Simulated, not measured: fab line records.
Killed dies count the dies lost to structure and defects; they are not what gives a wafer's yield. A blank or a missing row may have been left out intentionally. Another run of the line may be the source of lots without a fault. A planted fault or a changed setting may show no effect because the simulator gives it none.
A struck lot beside a sound one ; flow gf180mcu ; 15 out of 602 route steps
Sound: wafers L818.2, L818.3, L818.4. Struck: wafers L828.2, L828.5. The cause comes at the end.
For every step that has rows: the tool of each side, followed by ch and its chambers, followed by its first start. Under that, the readings that differ: sound wafers ; struck wafers ; difference of the means ; sigmas: that difference in standard deviations of wafers without a fault.
alike: a reading whose means differ by less than 2 such deviations, as well as words and numbers matching on both sides. not compared: withheld readings; readings where some wafer has no value; bounds like >300 that might hide an equal value; numbers whose values overlap and for which the record gives no deviation.
A row with sigmas, a row that says differs or no value, or rows on one side alone: a step with any of these is where the two part. Non-overlapping numbers with no deviation appear without sigmas and do not part them. Lack of a reading on every wafer of one side parts them only where that side has two or more wafers.

GF_V4_OVL_MEAS_15:
  sound: overlay-02 at day 26 10:40; struck: overlay-02 at day 29 11:59
  alike: V4_OVL
then, 1 step without rows for these wafers: GF_V4_ETCH_16 (etches BARC in N2/H2).
GF_V4_ETCH_17: etches SiO2 in C4F8/O2/Ar, stops on TiN, target depth 630 nm.
  sound on rieDiel-04 ch 0,1,2; struck on rieDiel-03 ch 1,3
  alike: oesProductAu
GF_V4_STRIP_18: strips in O2/N2.
  sound on plasmaAsher-01 ch 0,1, day 26 10:49; struck on plasmaAsher-01 ch 1, day 29 12:08
  alike: drypumpMotorCurrentA, heaterPowerW, oesProductAu
  not compared: rfHoursCounterH
then, 3 steps without rows for these wafers: GF_V4_STRIP_19 (strips in post etch residue remover, time 1200 s); GF_V4_CLEAN_20 (cleans in DIW); GF_V4_SPUTTER_21 (material Ti, target thk 15 nm, time 80.02 s).
GF_V4_SPUTTER_22: material TiN, target thk 10 nm, time 40 s.
  sound: pvdSputter-03 at day 26 11:25; struck: pvdSputter-03 at day 29 12:47
  alike: throttleValvePct
then, 1 step without rows for these wafers: GF_V4_CVD_23 (deposits W, target thk 350 nm, time 104.9 s).
GF_V4_RS_MEAS_24: measures by four-point-probe.
  sound: filmMetro-02 at day 26 11:35; struck: filmMetro-02 at day 29 12:57
  alike: V4_W_RS
GF_V4_THK_MEAS_25: measures by xrf.
  sound: filmMetro-02 at day 26 11:42; struck: filmMetro-02 at day 29 13:04
  alike: V4_W_THK
GF_V4_CMP_26: polishes, stops on SiO2, t overpolish 15 s, target thk 0 nm.
  sound on cmp-02 ch 0,2,3, day 26 11:48; struck on cmp-01 ch 1, day 29 13:10
  alike: motorCurrentA, overpolishRunS, timeToEndpointS
GF_MIM_SPUTTER_00: material Ti, target thk 37.5 nm, time 150 s.
  sound: pvdSputter-02 at day 26 12:03; struck: pvdSputter-02 at day 29 13:25
reading;sound;struck;difference;sigmas
model.Ti_of_MIM_SPUTTER_00.thkNm (nm);37.46 37.82 37.57;58.23 58.37;+20.68;
  alike: throttleValvePct
GF_MIM_SPUTTER_01: material TiN, target thk 30 nm, time 25 s.
  sound: pvdSputter-02 at day 26 12:09; struck: pvdSputter-02 at day 29 13:31
  alike: throttleValvePct
following that, these wafers have no rows for 1 step: GF_PASSIVATION_PROBE_99.

== WHERE THEY PART ==
Nowhere in this record.

WHY: what the simulator had put in
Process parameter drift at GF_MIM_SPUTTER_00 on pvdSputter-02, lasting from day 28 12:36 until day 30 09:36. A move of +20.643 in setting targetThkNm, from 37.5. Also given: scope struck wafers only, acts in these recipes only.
